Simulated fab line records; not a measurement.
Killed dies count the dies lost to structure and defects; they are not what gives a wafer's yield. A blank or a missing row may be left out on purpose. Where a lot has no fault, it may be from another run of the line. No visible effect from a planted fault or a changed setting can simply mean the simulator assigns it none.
Problem report, 8D (eight disciplines) form, completed by code + flow gf180mcu + the parts of the form that need people (team, actions taken, sign-off) are left out

== 1. THE ISSUE ==
Wafers free of any fault read 1364 (standard deviation 7.8) for DNWELL_TW at GF_DNWELL_TW_MEAS_09, against a mean of 1319 on 6 wafers of 2 lots. That puts it -5.8 standard deviations away from the usual mean.
Seen first at day 6 03:32 on filmMetro-01, wafer L667.4. The record has a number at this step for 42 wafers belonging to 14 lots. Rule for "out" (also "out of limits"): further than 4 standard deviations from the usual mean. All remaining wafers that have a number are taken as sound.

== 2. WHAT IT IS AND WHAT IT IS NOT ==
| question                    | is                     | is not                                                                 |
|-----------------------------|------------------------|------------------------------------------------------------------------|
| which readings at this step | DNWELL_TW              | -                                                                      |
| which lots                  | L667, L669             | L653, L654, L655, L656, L657, L658, L659, L660, L663, L664, L666, L668 |
| which wafers of those lots  | all that have a number | -                                                                      |
| read on which gauges        | filmMetro-01           | filmMetro-03                                                           |
| when                        | from day 6 03:32       | up to then (33 sound wafers); but 3 sound wafers of L668 came after    |

== 3. WHAT RULES OUT EACH SUSPECT ==
Counting: any tool at a process step up to the reading is kept as a suspect provided that every lot that is out went through it and no sound lot did after the first of them.
- ruled out: the gauge at GF_DNWELL_TW_MEAS_09. All the wafers that are out were read on filmMetro-01, but those of them that GF_DNWELL_IMPLANT_07 has rows for are out there too, on other tools.
- implanter-01 at GF_DNWELL_IMPLANT_07: kept. All lots that are out passed through it, beginning with L667 at day 6 03:20, and no sound lot followed; its final sound lot before that point was L666 at day 5 21:52. Out on those wafers are its own readings of doseIonsCm2.
Left after counting: implanter-01 at GF_DNWELL_IMPLANT_07.

== 4. THE CAUSE (what the simulator had put in) ==
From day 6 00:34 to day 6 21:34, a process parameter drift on implanter-01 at GF_DNWELL_IMPLANT_07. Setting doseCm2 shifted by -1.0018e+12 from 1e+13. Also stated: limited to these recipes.
After counting, this tool was the only one left.

== 5. THE CHAIN OF EFFECTS, in route order ==
Rows list readings where the struck wafers' mean (over those with a number) sits beyond 3 standard deviations from the usual. Scope: only readings with a usual standard deviation given in the record; hours: median across lots of the time from each lot's start at the first step in this table that gives one to its start at this step; sigmas: change in usual standard deviations.
| hours | step                 | reading          | usual     | on struck wafers | change     | sigmas |
|-------|----------------------|------------------|-----------|------------------|------------|--------|
| 0     | GF_DNWELL_IMPLANT_07 | doseIonsCm2      | 9.999e+12 | 9.010e+12        | -9.890e+11 | -82    |
| 0     | GF_DNWELL_IMPLANT_07 | faradayCurrentUA | 56.6      | 51.7             | -4.9       | -4.1   |
| 0     | GF_DNWELL_TW_MEAS_09 | DNWELL_TW        | 1364      | 1319             | -45        | -5.8   |
Process steps it contains:
- GF_DNWELL_IMPLANT_07
At these later measuring or inspecting steps, every struck wafer for which the step has a row has a number for every such reading, and none has moved that far: GF_POLY_GATE_CD_MEAS_18, GF_PSD_OVL_MEAS_08.

== 6. WHAT WOULD HAVE CAUGHT IT SOONER ==
Counted from the fault's start at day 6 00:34, it took 3 hours until the first out-of-limits reading at a measuring or inspecting step in this record, taken at day 6 03:32.
At GF_DNWELL_IMPLANT_07, the tool's own readings (doseIonsCm2) were out on each struck wafer the step has a row for, so an alarm limit on them would have fired on the first such wafer.
Of the lots that are out (2), L669 began GF_DNWELL_IMPLANT_07 on implanter-01 after day 6 03:32. Putting the tool on hold at that point would have spared it.
